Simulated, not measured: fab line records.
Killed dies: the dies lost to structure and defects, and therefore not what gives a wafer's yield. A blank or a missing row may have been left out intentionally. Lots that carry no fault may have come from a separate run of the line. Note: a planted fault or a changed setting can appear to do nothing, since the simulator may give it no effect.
The tool behind it: which one? :: flow sky130 :: at 1 step of a route of 708, 12 lots with 36 wafers sampled

== WHAT EACH GAUGE READ, for each wafer ==
SKY_VT_ADJUST_HVTP_TW_MEAS_11.
lot: L076
measured: day 6 14:04
on: film_metro-03
VT_ADJUST_HVTP_TW: 1350 1360 1344

lot: L077
measured: day 6 21:16
on: film_metro-03
VT_ADJUST_HVTP_TW: 1352 1354 1357

lot: L079
measured: day 7 11:31
on: film_metro-04
VT_ADJUST_HVTP_TW: 1354 1363 1352

lot: L081
measured: day 8 05:19
on: film_metro-02
VT_ADJUST_HVTP_TW: 1351 1347 1341

lot: L083
measured: day 8 14:23
on: film_metro-04
VT_ADJUST_HVTP_TW: 1346 1357 1345

lot: L085
measured: day 9 03:09
on: film_metro-04
VT_ADJUST_HVTP_TW: 1348 1351 1353

lot: L087
measured: day 9 13:14
on: film_metro-03
VT_ADJUST_HVTP_TW: 1346 1340 1337

lot: L089
measured: day 10 00:46
on: film_metro-02
VT_ADJUST_HVTP_TW: 1353 1342 1354

lot: L091
measured: day 10 13:58
on: film_metro-04
VT_ADJUST_HVTP_TW: 1336 1337 1339

lot: L093
measured: day 11 02:17
on: film_metro-02
VT_ADJUST_HVTP_TW: 1352 1350 1350

lot: L095
measured: day 11 19:16
on: film_metro-02
VT_ADJUST_HVTP_TW: 1345 1344 1352

lot: L097
measured: day 12 02:21
on: film_metro-04
VT_ADJUST_HVTP_TW: 1353 1357 1345

== EACH LOT AND THE TOOL THAT RAN IT (in order: tool; ch and the chambers of the sampled wafers; start) ==
There is no process step in the record ahead of these readings.

== THE ANSWER, worked out from the rows above alone ==
Rule: the usual values come from the lots themselves. The widest of any qualifying gaps counts: lots, ordered by their means at a reading, are off when they make up no more than a third of the lots, leave a main group of 4 or more, and stand apart from it by 3 or more times the standard deviation of that group's means. Not used: any main group whose means are identical at the precision the tables above print for the reading. Also off: a lot with no number at a reading for which 4 or more lots have one. Any other lot the step has rows for is counted as sound.
Across all readings shown, no lot is off: no conclusion can be drawn from this.

== WHAT WAS PUT IN BY THE SIMULATOR ==
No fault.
